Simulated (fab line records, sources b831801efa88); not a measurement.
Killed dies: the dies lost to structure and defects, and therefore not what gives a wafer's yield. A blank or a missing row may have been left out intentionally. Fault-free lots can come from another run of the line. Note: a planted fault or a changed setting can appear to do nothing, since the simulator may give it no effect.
Matching of chambers + flow sky130 + 4 sister chambers for SKY_VIA3_ETCH_15 on rieDiel-01
The step etches SiO2 in C4F8/O2/Ar, stops on TiN, target depth 507 nm, time 78 s. 8 wafers are shown with their chamber, then 7 later ones without.

== WAFERS WITH THEIR CHAMBER ==
| wafer  | chamber | oesProductAu (a.u.) |
|--------|---------|---------------------|
| L081.4 | 3       | 0.947               |
| L082.2 | 2       | 0.941               |
| L082.5 | 3       | 0.948               |
| L087.1 | 0       | 0.951               |
| L087.5 | 1       | 0.942               |
| L087.6 | 0       | 0.951               |
| L089.1 | 2       | 0.953               |
| L089.3 | 1       | 0.952               |

== WAFERS MISSING THEIR CHAMBER ==
| wafer  | oesProductAu (a.u.) |
|--------|---------------------|
| L089.6 | 0.947               |
| L091.2 | 0.957               |
| L091.4 | 0.946               |
| L091.5 | 0.946               |
| L095.1 | 0.952               |
| L095.4 | 0.957               |
| L095.6 | 0.952               |

== THE CHAMBER EACH PASSED THROUGH ==
| wafer  | from the rows above               | in truth |
|--------|-----------------------------------|----------|
| L089.6 | can't be placed: 1 or 2 or 3 or 0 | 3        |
| L091.2 | can't be placed: 0 or 3 or 1 or 2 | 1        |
| L091.4 | can't be placed: 1 or 2 or 3 or 0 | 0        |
| L091.5 | can't be placed: 1 or 2 or 3 or 0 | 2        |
| L095.1 | can't be placed: 0 or 3 or 1 or 2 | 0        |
| L095.4 | can't be placed: 0 or 3 or 1 or 2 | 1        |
| L095.6 | can't be placed: 0 or 3 or 1 or 2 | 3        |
Placed correctly: 0 of 7. Cannot be placed on the basis of these rows: 7; the candidates contain the true chamber in 7. Wrongly placed: 0.
How it was worked out, from the rows above alone: a wafer's distance from a chamber is the root of the sum, over the readings, of the square of ((its reading less the chamber's mean) divided by the reading's scatter). If the next closest chamber is less than 2 further off than the closest, the wafer can't be placed; otherwise it belongs to the closest. The mean given for a chamber averages the wafers shown for that chamber. The scatter is the square root of a quotient: the sum, over the shown wafers, of each reading's squared deviation from its chamber's mean, divided by wafers minus chambers.
